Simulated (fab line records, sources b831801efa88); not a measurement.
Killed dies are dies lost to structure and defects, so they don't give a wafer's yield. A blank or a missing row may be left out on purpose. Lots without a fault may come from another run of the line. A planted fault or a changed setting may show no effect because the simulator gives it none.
Chamber matching | flow sky130 | SKY_POLY_GATE_ETCH_16 on rie_diel-04: 4 sister chambers
The step etches Si3N4 in CH3F/O2, stops on poly-Si, time 147.5 s, target depth 75 nm. 8 wafers are shown with their chamber, then 9 later ones without.

WAFERS WITH THEIR CHAMBER
wafer  | chamber | drypump_motor_current_A (A) | oes_product_au (a.u.)
L078.4 | 0       | 5.3                         | 0.638
L081.1 | 1       | 6.3                         | 0.631
L083.1 | 2       | 5.6                         | 0.648
L083.2 | 3       | 6.0                         | 0.638
L083.3 | 0       | 5.3                         | 0.630
L083.4 | 1       | 6.4                         | 0.629
L083.5 | 2       | 5.7                         | 0.634
L083.6 | 3       | 6.0                         | 0.637

WAFERS WITHOUT THEIR CHAMBER
wafer  | drypump_motor_current_A (A) | oes_product_au (a.u.)
L086.1 | 5.9                         | 0.645
L086.2 | 5.7                         | 0.643
L086.5 | 5.9                         | 0.634
L087.2 | 6.3                         | 0.637
L087.4 | 6.3                         | 0.641
L087.5 | 5.7                         | 0.631
L095.1 | 5.7                         | 0.639
L095.4 | 6.0                         | 0.635
L095.6 | 5.6                         | 0.637

WHICH CHAMBER EACH WENT THROUGH
wafer  | from the rows above | in truth
L086.1 | 3                   | 3
L086.2 | 2                   | 2
L086.5 | 3                   | 3
L087.2 | 1                   | 1
L087.4 | 1                   | 1
L087.5 | 2                   | 2
L095.1 | 2                   | 2
L095.4 | 3                   | 3
L095.6 | 2                   | 2
Placed correctly: 9 of 9. Can't be placed from these rows: 0. Placed wrongly: 0.
How it was worked out, from the rows above alone: a wafer's distance from a chamber is the root of the sum, over the readings, of the square of ((its reading less the chamber's mean) divided by the reading's scatter). The wafer belongs to the nearest chamber; if the next one is less than 2 further off, it can't be placed. A chamber's mean is the mean of its shown wafers. The scatter: the root of (the sum of the squares of (reading less its chamber's mean) over the shown wafers, divided by (wafers less chambers)).
